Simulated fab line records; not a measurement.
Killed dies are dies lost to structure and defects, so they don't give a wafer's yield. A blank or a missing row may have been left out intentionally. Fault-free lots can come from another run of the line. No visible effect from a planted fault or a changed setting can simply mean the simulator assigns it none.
One fault seen from 2 desks :: flow sky130 :: only its own numbers are on each desk; what lay behind them is given at the end

FROM THE METROLOGY DESK
Means of the sampled wafers that have a number, per lot and without regard to the tool the lot ran on: this is what the gauges read. Any lot whose mean is over 4 standard deviations away from the usual mean is out of limits and marked OUT; that distance is given in the brackets.
Columns: A = CAP2M_CVD_00_THK at SKY_CAP2M_THK_MEAS_01, usual 15.42 nm
lot: L686
first seen here: day 39 21:40
A: 15.65

lot: L691
first seen here: day 40 21:05
A: 15.41

lot: L695
first seen here: day 42 06:22
A: 15.44

lot: L697
first seen here: day 42 06:44
A: 15.50

lot: L694
first seen here: day 42 07:04
A: 15.18

lot: L696
first seen here: day 42 18:42
A: 15.20

lot: L698
first seen here: day 43 09:50
A: 15.40

lot: L699
first seen here: day 43 16:40
A: 15.41

lot: L701
first seen here: day 44 09:37
A: 15.31

lot: L705
first seen here: day 45 14:46
A: 15.49

lot: L706
first seen here: day 45 19:00
A: 15.46

lot: L708
first seen here: day 45 23:00
A: 15.26
This desk found nothing out of limits on any of the 12 lots.

FOR THE TOOL OWNER'S DESK: rieMetal-03
The tool's own readings at SKY_METAL4_ETCH_16 (etches BARC in N2/H2, stops on SiO2, time 88.2 s, target depth 60 nm): means of the sampled wafers that have a number, for each lot that ran on this tool. Any lot whose mean is over 4 standard deviations away from the usual mean is out of limits and marked OUT; that distance is given in the brackets.
Columns: A = drypumpMotorCurrentA at SKY_METAL4_ETCH_16, usual 5.9 A; B = h2FlowSccm at SKY_METAL4_ETCH_16, usual 199.9 sccm; C = oesProductAu at SKY_METAL4_ETCH_16, usual 0.626 a.u.; D = throttleValvePct at SKY_METAL4_ETCH_16, usual 13.205 %
lot: L691
first seen here: day 42 21:22
A: 5.7
B: 199.7
C: 0.625
D: 13.204

lot: L695
first seen here: day 44 03:47
A: 6.0
B: 200.5
C: 0.628
D: 13.206

lot: L705
first seen here: day 47 08:11
A: 6.0
B: 199.3
C: 0.627
D: 13.213

lot: L706
first seen here: day 47 12:50
A: 6.0
B: 200.0
C: 0.628
D: 13.213

lot: L708
first seen here: day 47 16:40
A: 5.7
B: 199.5
C: 0.629
D: 13.200
This desk found nothing out of limits on any of the 5 lots.

ALL TOGETHER
At the metrology desk, nothing out of limits was observed.
The tool owner's desk saw nothing out of limits.

WHAT THE SIMULATOR HAD PUT IN
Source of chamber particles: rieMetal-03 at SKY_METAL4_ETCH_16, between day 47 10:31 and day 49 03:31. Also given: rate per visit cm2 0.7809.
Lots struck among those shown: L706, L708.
